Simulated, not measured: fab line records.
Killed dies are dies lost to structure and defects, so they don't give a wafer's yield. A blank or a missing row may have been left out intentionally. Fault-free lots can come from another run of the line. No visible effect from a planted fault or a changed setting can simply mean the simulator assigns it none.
A struck lot beside a sound one    flow sky130    15 out of 708 route steps
Sound: these wafers, L310.2, L310.3, L310.6. Struck: wafer L326.5 (L326.2, L326.3, from the same lot, were not struck and are left out); the cause is given at the end.
Order at every step that has rows: each side's tool, ch and its chambers, its first start. Under that, the readings that differ: sound wafers    struck wafers    difference of the means    sigmas: that difference in standard deviations of wafers without a fault.
alike: readings with means less than 2 such deviations apart, plus words and numbers identical on both sides. not compared: withheld readings, readings lacking a value on some wafer, bounds such as >300 that could conceal the same value, and numbers that have no deviation in the record and whose values overlap.
Wherever a step has rows on one side only, a row that says differs or no value, or a row with sigmas, the two part there. Numbers that don't overlap but have no deviation are shown without sigmas and don't part them. A reading missing from all wafers of one side parts the sides only when that side holds two or more wafers.

SKY_VIA4_ETCH_12: etches SiO2 in C4F8/O2/Ar, stops on TiN, target depth 580 nm.
  sound on rie-diel-02 ch 0,2,3, day 43 19:14; struck on rie-diel-02 ch 1, day 48 12:49
reading                sound              struck  difference  sigmas
oes-product-au (a.u.)  0.924 0.931 0.921  0.935   +0.010      +2
then, 4 steps without rows for these wafers: SKY_VIA4_STRIP_13 (strips in O2/N2); SKY_VIA4_STRIP_14 (strips in post etch residue remover, time 1200 s); SKY_VIA4_CLEAN_15 (cleans in IPA, time 180 s); SKY_VIA4_CLEAN_16 (cleans in O3/DIW).
SKY_VIA4_SPUTTER_17: material TiN, target thk 20 nm, time 80 s.
  sound: pvd-sputter-03 at day 43 19:56; struck: pvd-sputter-01 at day 48 13:31
  alike: throttle-valve-pct
SKY_VIA4_CVD_18: deposits W, target thk 505 nm, time 152.14 s.
  sound on cvd-w-02 ch 0,1, day 43 20:00; struck on cvd-w-01 ch 1, day 48 13:35
reading             sound        struck  difference  sigmas
heater-power-w (W)  804 747 738  836     +73         +2
SKY_VIA4_RS_MEAS_19: measures by four-point-probe.
  sound: film-metro-01 at day 43 20:10; struck: film-metro-01 at day 48 13:45
  alike: VIA4_W_RS
SKY_VIA4_THK_MEAS_20: measures by xrf.
  sound: film-metro-01 at day 43 20:17; struck: film-metro-01 at day 48 13:52
  alike: VIA4_W_THK
SKY_VIA4_CMP_21: polishes, stops on SiO2, t overpolish 25 s, target thk 0 nm.
  sound on cmp-01 ch 1,3, day 43 20:20; struck on cmp-02 ch 1, day 48 13:58
  alike: motor-current-A, overpolish-run-s, retaining-ring-pressure-frac, time-to-endpoint-s
then, 1 step without rows for these wafers: SKY_METAL5_SPUTTER_00 (material Ti, target thk 15 nm, time 10 s).
SKY_METAL5_SPUTTER_01: material TiN, target thk 20 nm, time 16.7 s.
  sound: pvd-sputter-04 at day 43 20:39; struck: pvd-sputter-04 at day 48 14:14
  alike: throttle-valve-pct
SKY_METAL5_SPUTTER_02: material AlCu, target thk 1150 nm, time 61.2 s.
  sound: pvd-sputter-04 at day 43 20:41; struck: pvd-sputter-04 at day 48 14:16
reading                                      sound           struck  difference  sigmas
model.AlCu_of_METAL5_SPUTTER_02.thk-nm (nm)  1142 1160 1159  1179    +25         
  alike: throttle-valve-pct
then, 1 step without rows for these wafers: SKY_METAL5_SPUTTER_03 (material Ti, target thk 5 nm, time 3.3 s).
-- the record jumps here: 2 days lie between the struck wafers' starts before and after (it left off in module METAL5 and takes up again in module PAD_OPEN, whose first step shown is number 708 of the route) --
SKY_PAD_OPEN_PROBE_99:
  sound: prober-01 at day 46 17:57; struck: prober-01 at day 50 23:22
reading                       sound                   struck   difference  sigmas
killed-at-other               0 0 0                   1        +1          +2
sort_bin_3_pad_short (%)      1.2 0.8 2.2             0.4      -1.0        -2
model.etest.met5.rs-ohm-sq    0.02746 0.02703 0.0268  0.02645  -0.00065    
model.etest.met5.line-ohm-um  0.0172 0.01685 0.01671  0.01648  -0.00044    
  alike: defect-limited-yield, killed_at_M0_to_M3, killed_at_M4_up, killed-at-contacts, killed-at-front-end, killed-dies, killed-open, killed-short, sort_bin_5_function, sort_bin_6_memory, sort-n-pass, sort-yield-pct

WHERE THEY PART
First at SKY_VIA4_ETCH_12; last, within this record, at SKY_PAD_OPEN_PROBE_99.

WHY: the cause the simulator had injected
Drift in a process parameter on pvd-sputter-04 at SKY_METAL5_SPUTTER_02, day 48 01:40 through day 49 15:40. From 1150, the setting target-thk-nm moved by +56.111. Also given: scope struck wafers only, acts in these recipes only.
